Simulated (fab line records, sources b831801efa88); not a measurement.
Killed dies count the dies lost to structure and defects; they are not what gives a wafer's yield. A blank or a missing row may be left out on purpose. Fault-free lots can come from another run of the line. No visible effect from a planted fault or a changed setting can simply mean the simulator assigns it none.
Check for tools in common ; flow sfq line ; Sample size 14 lots and 41 wafers

== WHY IT WAS OPENED ==
At SFQ_M6_RS_MEAS_938 the reading M6_NB_RS is flagged on 2 of 14 lots. Wafers without a fault read 0.895 ohm/sq, standard deviation 0.01.
Rule: a lot is flagged when every wafer of it that has a number lies more than 4 standard deviations from that mean, or none has a number. The rest of the lots are taken to be sound.

lot;measured;on;M6_NB_RS (ohm/sq), wafer by wafer;flag
L778;day 57 08:08;film metro-02;0.906 0.898 0.906;
L779;day 57 14:32;film metro-02;0.895 0.887 0.882;
L780;day 57 20:46;film metro-04;0.449 0.442;FLAGGED
L781;day 57 22:52;film metro-04;0.905 0.906 0.907;
L782;day 59 01:57;film metro-04;0.452 0.448 0.446;FLAGGED
L787;day 60 01:42;film metro-02;0.912 0.921 0.924;
L790;day 61 10:40;film metro-01;0.896 0.899 0.898;
L791;day 61 19:05;film metro-04;0.884 0.894 0.882;
L792;day 61 22:40;film metro-01;0.893 0.902 0.899;
L794;day 62 14:52;film metro-04;0.899 0.891 0.901;
L795;day 62 20:17;film metro-04;0.898 0.900 0.892;
L798;day 63 14:22;film metro-02;0.878 0.881 0.882;
L800;day 63 23:25;film metro-04;0.880 0.901 0.891;
L801;day 64 04:10;film metro-02;0.888 0.896 0.890;
The numbers of the flagged lots are 0.447 ohm/sq on average: -0.448 ohm/sq against the usual, or -45 standard deviations.

== WHICH TOOL EACH LOT WENT THROUGH ==
4 process steps preceding the reading are held in the record, out of 325 steps in the route. In each cell: the tool, then ch and the chambers that the sampled wafers went through, then the start.
lot;flag;SFQ_TRILAYER_A5B_CMP_CMP_130;SFQ_TRILAYER_A5B_METRO_MEASURE_131;SFQ_TRILAYER_I5_BARC_OPEN_VIA_ETCH_200;SFQ_TRILAYER_M6_DEP_SPUTTER_157
L778;;cmp-01 ch 1,2,3, day 47 17:06;film metro-02, day 47 19:48;rie diel-02 ch 0,1, day 52 15:58;pvd sputter-05, day 57 08:01
L779;;cmp-01 ch 0,3, day 47 20:06;film metro-02, day 47 22:48;rie diel-01 ch 0,2, day 52 18:22;pvd sputter-05, day 57 14:26
L780;FLAGGED;cmp-01 ch 0,2, day 47 23:36;film metro-02, day 48 02:00;rie diel-02 ch 0,1, day 52 23:10;pvd sputter-03, day 57 20:23
L781;;cmp-01 ch 0,1,2, day 48 02:36;film metro-02, day 48 04:36;rie diel-03 ch 2,3, day 53 01:34;pvd sputter-03, day 57 22:47
L782;FLAGGED;cmp-01 ch 1,2, day 48 19:36;film metro-04, day 48 22:36;rie diel-03 ch 0,2, day 54 06:32;pvd sputter-03, day 59 01:37
L787;;cmp-02 ch 0,1,2, day 49 19:00;film metro-04, day 49 21:00;rie diel-01 ch 0,2,3, day 55 07:44;pvd sputter-05, day 60 01:37
L790;;cmp-01 ch 0,2,3, day 51 06:06;film metro-02, day 51 07:48;rie diel-01 ch 2,3, day 56 23:53;pvd sputter-05, day 61 10:34
L791;;cmp-01 ch 0,1,3, day 51 11:06;film metro-02, day 51 13:48;rie diel-03 ch 2,3, day 57 10:41;pvd sputter-05, day 61 18:58
L792;;cmp-01 ch 0,2,3, day 51 15:06;film metro-04, day 51 16:36;rie diel-03 ch 1,2,3, day 57 14:17;pvd sputter-05, day 61 22:34
L794;;cmp-01 ch 1,2,3, day 51 22:36;film metro-04, day 52 01:48;rie diel-02 ch 0,2,3, day 58 05:59;pvd sputter-05, day 62 14:46
L795;;cmp-02 ch 0,3, day 52 03:39;film metro-04, day 52 07:03;rie diel-03 ch 0,3, day 58 09:35;pvd sputter-05, day 62 20:10
L798;;cmp-01 ch 0,2, day 52 16:36;film metro-03, day 52 19:48;rie diel-01 ch 1,3, day 59 03:35;pvd sputter-05, day 63 14:16
L800;;cmp-02 ch 0,1, day 53 03:39;film metro-02, day 53 07:15;rie diel-03 ch 1,2,3, day 59 13:11;pvd sputter-04, day 63 23:16
L801;;cmp-01 ch 2,3, day 53 08:06;film metro-04, day 53 10:48;rie diel-03 ch 0,2,3, day 59 15:35;pvd sputter-04, day 64 04:04
What the steps here do:
- SFQ_TRILAYER_A5B_CMP_CMP_130: polishes, stops on Nb, target thk 340.7 nm.
- SFQ_TRILAYER_A5B_METRO_MEASURE_131
- SFQ_TRILAYER_I5_BARC_OPEN_VIA_ETCH_200: etches BARC in O2, target depth 125 nm, time 41.7 s.
- SFQ_TRILAYER_M6_DEP_SPUTTER_157: material Nb, target thk 200 nm, time 133.3 s.
- SFQ_M6_RS_MEAS_938: measures by four-point-probe.

== FLAGGED AGAINST TOTAL, ONE TOOL AT A TIME (gauges that did the reading follow at the end) ==
step;tool;lots run;flagged;share of the flagged lots;sound lots run after its first flagged lot
SFQ_TRILAYER_A5B_CMP_CMP_130;cmp-01;11;2;all;7 (L781,L790,L791,L792,L794,L798,L801)
SFQ_TRILAYER_A5B_CMP_CMP_130;cmp-02;3;0;none;-
SFQ_TRILAYER_A5B_METRO_MEASURE_131;film metro-02;7;1;some;4 (L781,L790,L791,L800)
SFQ_TRILAYER_A5B_METRO_MEASURE_131;film metro-03;1;0;none;-
SFQ_TRILAYER_A5B_METRO_MEASURE_131;film metro-04;6;1;some;5 (L787,L792,L794,L795,L801)
SFQ_TRILAYER_I5_BARC_OPEN_VIA_ETCH_200;rie diel-01;4;0;none;-
SFQ_TRILAYER_I5_BARC_OPEN_VIA_ETCH_200;rie diel-02;3;1;some;1 (L794)
SFQ_TRILAYER_I5_BARC_OPEN_VIA_ETCH_200;rie diel-03;7;1;some;5 (L791,L792,L795,L800,L801)
SFQ_TRILAYER_M6_DEP_SPUTTER_157;pvd sputter-03;3;2;all;1 (L781)
SFQ_TRILAYER_M6_DEP_SPUTTER_157;pvd sputter-04;2;0;none;-
SFQ_TRILAYER_M6_DEP_SPUTTER_157;pvd sputter-05;9;0;none;-
SFQ_M6_RS_MEAS_938;film metro-01;2;0;none;-
SFQ_M6_RS_MEAS_938;film metro-02;5;0;none;-
SFQ_M6_RS_MEAS_938;film metro-04;7;2;all;5 (L781,L791,L794,L795,L800)

== THE TABLE: WHAT IT ALLOWS ==
Every flagged lot was run by 3 rows of the table: cmp-01 at SFQ_TRILAYER_A5B_CMP_CMP_130, pvd sputter-03 at SFQ_TRILAYER_M6_DEP_SPUTTER_157 and film metro-04 at SFQ_M6_RS_MEAS_938.
- cmp-01 at SFQ_TRILAYER_A5B_CMP_CMP_130: 2 of its 11 lots flagged. Lots that were sound ran on it after the first flagged one (L781, L790, L791, L792, L794, L798, L801); a persistent fault on the entire tool would not allow that.
- pvd sputter-03 at SFQ_TRILAYER_M6_DEP_SPUTTER_157: 2 of its 3 lots flagged. Lots that were sound ran on it after the first flagged one (L781); a persistent fault on the entire tool would not allow that.
- film metro-04 at SFQ_M6_RS_MEAS_938: 2 of its 7 lots flagged. Lots that were sound ran on it after the first flagged one (L781, L791, L794, L795, L800); a persistent fault on the entire tool would not allow that.
Not one row of the table ran every flagged lot while running no sound lot after the first.

== WHAT WAS PUT IN BY THE SIMULATOR ==
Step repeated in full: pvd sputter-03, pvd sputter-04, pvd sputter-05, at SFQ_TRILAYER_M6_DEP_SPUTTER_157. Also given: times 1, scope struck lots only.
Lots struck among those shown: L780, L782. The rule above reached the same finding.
